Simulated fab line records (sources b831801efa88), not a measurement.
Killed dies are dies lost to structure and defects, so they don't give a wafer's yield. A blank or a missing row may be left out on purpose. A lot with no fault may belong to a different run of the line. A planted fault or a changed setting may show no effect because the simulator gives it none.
The same fault as seen by 2 desks -- flow sky130 -- every desk sees just its own numbers, and what lay behind them comes last

== THE METROLOGY DESK ==
What the gauges read for every lot (on any tool): the sampled wafers with a number, averaged. If a lot's mean is further than 4 standard deviations from the usual mean, the lot is out of limits and carries the mark OUT (the distance appears in the brackets).
Columns: A = VIA4_HDPCVD_THK at SKY_VIA4_THK_MEAS_01, usual 1776 nm; B = VIA4_BOW at SKY_VIA4_BOW_MEAS_03, usual 79 um; C = VIA4_OVL at SKY_VIA4_OVL_MEAS_11, usual -1.1 nm
lot,first seen here,A,B,C
L998,day 43 19:30,1781,78,-1.2
L102,day 44 20:07,1768,80,-0.7
L104,day 45 17:12,1793,89,-3.3
L105,day 45 22:48,1762,75,-0.9
L108,day 46 23:07,1775,95,-0.3
L112,day 47 09:20,1767,81,-0.4
Result from this desk: across the 6 lots, nothing is out of limits.

== TOOL OWNER'S DESK, litho-track-02 ==
The tool's own readings at SKY_VIA4_DEVELOP_10 (develop time 60 s): means of the sampled wafers that have a number, for each lot that ran on this tool. If a lot's mean is further than 4 standard deviations from the usual mean, the lot is out of limits and carries the mark OUT (the distance appears in the brackets).
Columns: A = resist-line-temp-C at SKY_VIA4_DEVELOP_10, usual 23.01 C
lot,first seen here,A
L102,day 45 18:13,22.97
L104,day 46 14:52,23.13
Result from this desk: across the 2 lots, nothing is out of limits.

== BROUGHT TOGETHER ==
From the metrology desk's view, nothing was out of limits.
Nothing out of limits was seen by the tool owner's desk.

== WHAT HAD BEEN PUT IN BY THE SIMULATOR ==
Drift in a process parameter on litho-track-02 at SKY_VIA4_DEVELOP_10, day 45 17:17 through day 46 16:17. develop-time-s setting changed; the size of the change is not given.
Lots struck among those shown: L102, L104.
